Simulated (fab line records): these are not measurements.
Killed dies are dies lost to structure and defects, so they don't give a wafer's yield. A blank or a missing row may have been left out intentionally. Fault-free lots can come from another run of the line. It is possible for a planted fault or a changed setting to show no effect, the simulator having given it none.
Which of the tools did it? ; flow gf180mcu ; 36 wafers from 12 lots sampled at 6 of the route's 602 steps

WHAT THE GAUGES SHOWED, per wafer
GF_MVPSD_TW_MEAS_11.
lot;measured;on;MVPSD_TW
L364;day 5 01:52;film_metro-01;566 563 566
L365;day 5 08:02;film_metro-04;554 554 553
L367;day 5 19:04;film_metro-02;559 557 557
L371;day 6 20:47;film_metro-02;640 641 640
L375;day 7 19:04;film_metro-04;637 638 643
L377;day 8 05:58;film_metro-01;566 563 561
L378;day 8 14:58;film_metro-04;552 553 550
L383;day 9 16:35;film_metro-04;549 555 555
L384;day 9 23:38;film_metro-01;565 567 564
L385;day 10 05:43;film_metro-04;552 549 554
L386;day 10 10:38;film_metro-04;551 552 552
L387;day 10 18:56;film_metro-01;560 559 562

GF_VT_IMPLANT_TW_MEAS_43.
lot;measured;on;VT_IMPLANT_4_TW
L364;day 7 15:05;film_metro-04;693 687 691
L365;day 7 21:00;film_metro-01;701 703 698
L367;day 8 08:46;film_metro-03;691 695 691
L371;day 9 12:48;film_metro-03;695 692 696
L375;day 10 15:42;film_metro-03;686 687 685
L377;day 11 04:23;film_metro-01;703 710 705
L378;day 11 14:59;film_metro-01;706 704 704
L383;day 12 18:47;film_metro-04;690 687 693
L384;day 13 02:51;film_metro-01;708 705 705
L385;day 13 09:48;film_metro-03;688 688 687
L386;day 13 15:47;film_metro-01;706 704 704
L387;day 14 00:25;film_metro-04;689 688 689

GF_VT_IMPLANT_RS_MEAS_49: measures by four-point-probe.
lot;measured;on;MVPSD_RS (ohm/sq)
L364;day 7 15:40;film_metro-01;1167 1169 1167
L365;day 7 21:35;film_metro-02;1166 1167 1169
L367;day 8 09:20;film_metro-01;1166 1163 1166
L371;day 9 13:23;film_metro-04;897 894 897
L375;day 10 16:16;film_metro-02;895 895 894
L377;day 11 04:57;film_metro-04;1167 1163 1168
L378;day 11 15:34;film_metro-01;1172 1166 1168
L383;day 12 19:22;film_metro-04;1167 1166 1169
L384;day 13 03:25;film_metro-04;1174 1170 1169
L385;day 13 10:22;film_metro-01;1163 1164 1163
L386;day 13 16:22;film_metro-02;1170 1169 1172
L387;day 14 00:59;film_metro-01;1174 1174 1172

TOOL THAT RAN EACH LOT (tool first, then ch and the chambers of the sampled wafers, then the start)
lot;GF_DNWELL_STRIP_08;GF_MVPSD_IMPLANT_08;GF_VT_IMPLANT_STRIP_09
L364;plasma_asher-03 ch 0,1, day 2 18:41;implanter-04 ch 0, day 5 01:29;plasma_asher-01 ch 0,1, day 5 16:14
L365;plasma_asher-02 ch 0,1, day 3 00:12;implanter-02 ch 0, day 5 07:40;plasma_asher-01 ch 0,1, day 5 22:07
L367;plasma_asher-03 ch 0,1, day 3 10:23;implanter-02 ch 0, day 5 18:40;plasma_asher-04 ch 0,1, day 6 09:47
L371;plasma_asher-01 ch 0,1, day 4 09:10;implanter-02 ch 0, day 6 20:25;plasma_asher-03 ch 0,1, day 7 11:52
L375;plasma_asher-03 ch 0,1, day 5 05:32;implanter-02 ch 0, day 7 18:40;plasma_asher-04 ch 0,1, day 8 11:26
L377;plasma_asher-01 ch 0,1, day 5 15:41;implanter-04 ch 0, day 8 05:34;plasma_asher-04 ch 0,1, day 8 22:32
L378;plasma_asher-02 ch 0,1, day 5 22:17;implanter-01 ch 0, day 8 14:35;plasma_asher-03 ch 1, day 9 07:53
L383;plasma_asher-03 ch 0,1, day 6 22:53;implanter-04 ch 0, day 9 16:12;plasma_asher-03 ch 0,1, day 10 09:59
L384;plasma_asher-03 ch 0,1, day 7 04:23;implanter-04 ch 0, day 9 23:14;plasma_asher-03 ch 0,1, day 10 17:58
L385;plasma_asher-02 ch 0,1, day 7 10:44;implanter-04 ch 0, day 10 05:19;plasma_asher-01 ch 0,1, day 11 00:01
L386;plasma_asher-02 ch 0,1, day 7 15:01;implanter-02 ch 0, day 10 10:15;plasma_asher-01 ch 0,1, day 11 05:17
L387;plasma_asher-01 ch 0,1, day 7 21:32;implanter-02 ch 0, day 10 18:33;plasma_asher-03 ch 0,1, day 11 12:58
- GF_DNWELL_STRIP_08: strips in O2/N2.
- GF_MVPSD_IMPLANT_08
- GF_VT_IMPLANT_STRIP_09: strips in O2/N2.

AS READ BY THE TOOLS THEMSELVES (means over the sampled wafers that have a number; for cases with no such wafer, the mark the record gives instead)
GF_DNWELL_STRIP_08.
lot;tool;drypump_motor_current_A (A);heater_power_w (W);oes_product_au (a.u.);strip_time_to_endpoint_s (s)
L364;plasma_asher-03;5.8;284;0.721;37.02
L365;plasma_asher-02;5.7;308;0.721;36.81
L367;plasma_asher-03;6.0;289;0.723;36.97
L371;plasma_asher-01;5.5;341;0.722;36.98
L375;plasma_asher-03;5.8;286;0.721;36.93
L377;plasma_asher-01;5.4;331;0.721;36.87
L378;plasma_asher-02;5.3;298;0.723;36.83
L383;plasma_asher-03;6.0;301;0.723;36.92
L384;plasma_asher-03;5.8;297;0.722;36.87
L385;plasma_asher-02;5.3;295;0.721;36.88
L386;plasma_asher-02;5.7;299;0.721;37.04
L387;plasma_asher-01;5.4;334;0.724;36.98

GF_MVPSD_IMPLANT_08.
lot;tool;dose_ions_cm2;faraday_current_uA
L364;implanter-04;1.4983e+13;82.2
L365;implanter-02;1.4991e+13;84.8
L367;implanter-02;1.5001e+13;83.3
L371;implanter-02;2.5464e+13;142.8
L375;implanter-02;2.5473e+13;143.9
L377;implanter-04;1.5006e+13;84.7
L378;implanter-01;1.5010e+13;85.8
L383;implanter-04;1.5020e+13;87.2
L384;implanter-04;1.5007e+13;85.5
L385;implanter-04;1.4987e+13;83.5
L386;implanter-02;1.5013e+13;85.5
L387;implanter-02;1.4996e+13;84.9

GF_VT_IMPLANT_STRIP_09.
lot;tool;drypump_motor_current_A (A);heater_power_w (W);oes_product_au (a.u.);strip_time_to_endpoint_s (s)
L364;plasma_asher-01;5.5;349;0.713;12.65
L365;plasma_asher-01;5.5;341;0.716;12.66
L367;plasma_asher-04;5.4;360;0.712;12.66
L371;plasma_asher-03;5.8;296;0.716;12.65
L375;plasma_asher-04;5.7;393;0.712;12.64
L377;plasma_asher-04;5.4;358;0.720;12.58
L378;plasma_asher-03;6.2;304;0.717;12.62
L383;plasma_asher-03;5.8;295;0.717;12.62
L384;plasma_asher-03;5.8;292;0.717;12.63
L385;plasma_asher-01;5.6;346;0.715;12.69
L386;plasma_asher-01;5.4;332;0.715;12.67
L387;plasma_asher-03;6.0;300;0.715;12.63

THE ANSWER, worked out from the rows above alone
Rule: the usual values come from the lots themselves. The widest of any qualifying gaps counts: lots, ordered by their means at a reading, are off when they make up no more than a third of the lots, leave a main group of 4 or more, and stand apart from it by 3 or more times the standard deviation of that group's means. The tables above print the reading to a certain number of digits; a main group whose means all agree to those digits is not used. Also off: a lot with no number at a reading for which 4 or more lots have one. The other lots that the step has rows for count as sound. Order of review: gauges by route order, followed by the tools' own readings, for which a lot's mean as printed above is used. The first step at which some lot is off is used, and at that step the reading that is off furthest; a lot without a number counts as furthest.
Off: at GF_MVPSD_TW_MEAS_11 (MVPSD_TW), L371, L375. The main group has a mean of 557 with a standard deviation of 5.4.
If a tool, at a process step before that reading, ran all the lots that are off and no sound lot after the first of them, it fits. Not tried: the gauges at GF_MVPSD_TW_MEAS_11; whatever is off there is also off at GF_MVPSD_IMPLANT_08, on other tools, and gauge error can't account for it. Of those tried, none fits.

WHAT WAS PUT IN BY THE SIMULATOR
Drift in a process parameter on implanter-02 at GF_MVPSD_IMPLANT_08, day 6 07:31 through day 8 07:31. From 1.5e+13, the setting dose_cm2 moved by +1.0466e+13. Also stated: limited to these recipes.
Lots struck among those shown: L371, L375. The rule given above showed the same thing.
